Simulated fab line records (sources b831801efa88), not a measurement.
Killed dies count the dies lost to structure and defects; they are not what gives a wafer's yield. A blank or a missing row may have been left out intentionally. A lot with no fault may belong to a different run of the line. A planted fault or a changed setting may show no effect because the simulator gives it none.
Which of the tools did it? :: flow gf180mcu :: 6 lots, 18 wafers sampled, at 3 steps of a route of 602

WHAT THE GAUGES READ, wafer by wafer
GF_V2_THK_MEAS_25: measures by xrf.
lot: L399
measured: day 21 05:22
on: film_metro-04
V2_W_THK (nm): 355 348 352

lot: L402
measured: day 22 04:24
on: film_metro-01
V2_W_THK (nm): 354 353 354

lot: L406
measured: day 23 17:09
on: film_metro-01
V2_W_THK (nm): 348 353 353

lot: L410
measured: day 25 06:08
on: film_metro-04
V2_W_THK (nm): 353 354 357

lot: L415
measured: day 26 17:05
on: film_metro-02
V2_W_THK (nm): 347 349 352

lot: L417
measured: day 27 06:49
on: film_metro-01
V2_W_THK (nm): 352 351 357

WHAT TOOL EACH LOT RAN ON (gives the tool, then ch and the chambers of the sampled wafers, and finally the start)
lot: L399
GF_V2_ETCH_17: rie_diel-01 ch 2,3, day 21 05:05 or earlier
GF_V2_SPUTTER_22: pvd_sputter-02, day 21 05:05

lot: L402
GF_V2_ETCH_17: rie_diel-04 ch 0,2,3, day 22 04:08 or earlier
GF_V2_SPUTTER_22: pvd_sputter-01, day 22 04:08

lot: L406
GF_V2_ETCH_17: rie_diel-02 ch 1,2, day 23 16:53 or earlier
GF_V2_SPUTTER_22: pvd_sputter-03, day 23 16:53

lot: L410
GF_V2_ETCH_17: rie_diel-04 ch 2,3, day 25 05:50 or earlier
GF_V2_SPUTTER_22: pvd_sputter-01, day 25 05:50

lot: L415
GF_V2_ETCH_17: rie_diel-01 ch 1,2,3, day 26 16:49 or earlier
GF_V2_SPUTTER_22: pvd_sputter-01, day 26 16:49

lot: L417
GF_V2_ETCH_17: rie_diel-01 ch 0,1,3, day 27 06:33 or earlier
GF_V2_SPUTTER_22: pvd_sputter-02, day 27 06:33
- GF_V2_ETCH_17: etches SiO2 in C4F8/O2/Ar, stops on TiN, target depth 630 nm.
- GF_V2_SPUTTER_22: material TiN, target thk 10 nm, time 40 s.

THE ANSWER, worked out from the rows above alone
Rule: the usual values come from the lots themselves. The widest of any qualifying gaps counts: lots, ordered by their means at a reading, are off when they make up no more than a third of the lots, leave a main group of 4 or more, and stand apart from it by 3 or more times the standard deviation of that group's means. The tables above print the reading to a certain number of digits; a main group whose means all agree to those digits is not used. A lot without any number at a reading at which 4 lots or more have one is off too. Where the step has rows for the other lots, those lots are counted as sound.
Nothing can be told from this: no lot is off at any reading shown.

WHAT THE SIMULATOR HAD PUT IN
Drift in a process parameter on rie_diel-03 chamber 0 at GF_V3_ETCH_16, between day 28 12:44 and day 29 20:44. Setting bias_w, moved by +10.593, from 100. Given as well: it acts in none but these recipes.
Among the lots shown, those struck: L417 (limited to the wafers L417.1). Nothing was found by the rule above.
